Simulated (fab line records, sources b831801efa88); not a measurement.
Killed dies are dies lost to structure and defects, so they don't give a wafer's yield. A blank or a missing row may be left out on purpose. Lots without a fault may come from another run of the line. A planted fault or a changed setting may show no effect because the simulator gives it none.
Which tool did it? | flow sky130 | 14 lots, 42 wafers sampled, at 1 step of a route of 708

WHAT THE GAUGES READ, wafer by wafer
SKY_FIELD_ISO_BOW_MEAS_00. Usual: INCOMING_BOW 0 um, standard deviation 6.6.
lot  | measured    | on            | INCOMING_BOW (um) | flag
L898 | day 1 15:01 | film_metro-02 | 1 6 -5            |
L899 | day 1 20:00 | film_metro-04 | 0 8 9             |
L900 | day 2 01:00 | film_metro-04 | 2 0 5             |
L901 | day 2 06:04 | film_metro-03 | 0 5 8             |
L904 | day 2 21:01 | film_metro-02 | 5 -6 2            |
L910 | day 4 03:00 | film_metro-03 | 7 1 5             |
L911 | day 4 08:01 | film_metro-04 | 13 14 -2          |
L912 | day 4 13:00 | film_metro-03 | -10 -3 2          |
L914 | day 4 23:01 | film_metro-02 | -6 1 5            |
L915 | day 5 04:00 | film_metro-03 | -2 2 -5           |
L916 | day 5 09:00 | film_metro-03 | -1 3 -19          |
L918 | day 5 19:00 | film_metro-02 | -9 2 -13          |
L919 | day 6 00:01 | film_metro-03 | -1 -3 17          |
L920 | day 6 05:00 | film_metro-02 | -2 -1 12          |

WHICH TOOL RAN EACH LOT (tool, then ch and the chambers of the sampled wafers, then the start)
The record holds no process step before these readings.

WHAT THE TOOLS THEMSELVES READ (means of the sampled wafers that have a number; where no wafer has one, the mark that the record gives instead)
The record holds no such reading with a usual standard deviation.

THE ANSWER, worked out from the rows above alone
Rule: a lot is off if the mean of its wafers that have a number lies more than 3 standard deviations from the usual mean. A lot without any number at a reading at which 4 lots or more have one is off too. The other lots that the step has rows for count as sound. The gauges are gone through in route order, then the tools' own readings, and for those a lot's mean is taken as printed above. The first step at which some lot is off is used, and at that step the reading that is off furthest; a lot without a number counts as furthest.
No lot is off at any reading shown: from this, nothing can be told.

WHAT THE SIMULATOR HAD PUT IN
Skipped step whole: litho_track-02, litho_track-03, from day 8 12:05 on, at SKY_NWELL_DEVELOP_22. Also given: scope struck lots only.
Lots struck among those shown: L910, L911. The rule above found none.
